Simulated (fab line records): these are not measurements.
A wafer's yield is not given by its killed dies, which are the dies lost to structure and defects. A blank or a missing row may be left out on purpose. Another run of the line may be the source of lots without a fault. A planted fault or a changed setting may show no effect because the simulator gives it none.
Code-filled problem report in 8D (eight disciplines) form || flow sfq-line || the parts of the form that need people (team, actions taken, sign-off) are left out

== 1. THE ISSUE ==
Wafers free of any fault read 0.887 ohm/sq (standard deviation 0.0088) for M0_NB_RS at SFQ_M0_RS_MEAS_904, against a mean of 0.770 ohm/sq on 6 wafers of 2 lots. Relative to the usual mean, that is a shift of -13 standard deviations.
The step: measures by four-point-probe.
Earliest sighting: wafer L432.1 on film-metro-01 at day 10 19:41. The record has a number at this step for 42 wafers belonging to 14 lots. By rule, "out" or "out of limits" means more than 4 standard deviations away from the usual mean. Any other wafer with a number is counted as sound.

== 2. WHAT THIS IS AND IS NOT ==
{"question": "which readings at this step", "is": "M0_NB_RS", "is not": "-"}
{"question": "which lots", "is": "L432, L438", "is not": "L423, L425, L426, L427, L429, L430, L431, L433, L434, L436, L443, L444"}
{"question": "which wafers of those lots", "is": "all that have a number", "is not": "-"}
{"question": "read on which gauges", "is": "film-metro-01, film-metro-04", "is not": "film-metro-02"}
{"question": "when", "is": "from day 10 19:41", "is not": "up to then (21 sound wafers); but 15 sound wafers of L433, L434, L436, L443, L444 came after"}

== 3. THE SUSPECTS, EACH WITH WHAT RULES IT OUT ==
Counting: any tool at a process step up to the reading is kept as a suspect provided that every lot that is out went through it and no sound lot did after the first of them.
- the gauge at SFQ_M0_RS_MEAS_904: ruled out. The wafers that are out were read on 2 gauges (film-metro-01, film-metro-04).
- pvd-sputter-03 at SFQ_TRILAYER_M0_DEP_SPUTTER_019 (material Nb, target thk 200 nm, time 133.3 s): kept. All lots that are out passed through it, beginning with L432 at day 10 19:36, and no sound lot followed; its final sound lot before that point was L431 at day 10 13:35.
Remaining after the count: pvd-sputter-03 at SFQ_TRILAYER_M0_DEP_SPUTTER_019.

== 4. THE CAUSE (what the simulator had put in) ==
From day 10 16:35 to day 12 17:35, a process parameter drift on pvd-sputter-03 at SFQ_TRILAYER_M0_DEP_SPUTTER_019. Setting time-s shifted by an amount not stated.
After counting, this tool was the only one left.

== 5. THE EFFECT CHAIN, in route order ==
Rows list readings where the struck wafers' mean (over those with a number) sits beyond 3 standard deviations from the usual. Only readings for which the record gives a usual standard deviation are gone through. hours: the time from each lot's start at the first step in this table that gives one to its start at this step, as a median over the lots. sigmas: the change in usual standard deviations.
{"hours": 0, "step": "SFQ_M0_RS_MEAS_904", "reading": "M0_NB_RS", "usual": "0.887 ohm/sq", "on struck wafers": 0.770, "change": -0.117, "sigmas": -13}
{"hours": 124, "step": "SFQ_TRILAYER_M0_ETCH_METAL_ETCH_024", "reading": "oes-product-au", "usual": "0.896 a.u.", "on struck wafers": 0.970, "change": "+0.074", "sigmas": "+11"}
It contains these process steps:
- SFQ_TRILAYER_M0_ETCH_METAL_ETCH_024: etches Nb in Cl2/Ar, stops on SiO2, target depth 240 nm, time 120 s.

== 6. HOW IT WOULD HAVE BEEN CAUGHT EARLIER ==
3 hours passed between the start of the fault at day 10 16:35 and the first reading out of limits at a measuring or inspecting step in this record, taken at day 10 19:41.
Of the tool readings at SFQ_TRILAYER_M0_DEP_SPUTTER_019 for which the record gives a usual standard deviation, none was out on any struck wafer, so an alarm limit of 4 standard deviations on them would not have fired.
Lots out: 2; of these, L438 started SFQ_TRILAYER_M0_DEP_SPUTTER_019 on pvd-sputter-03 after day 10 19:41. A hold on the tool at that time would have spared it.
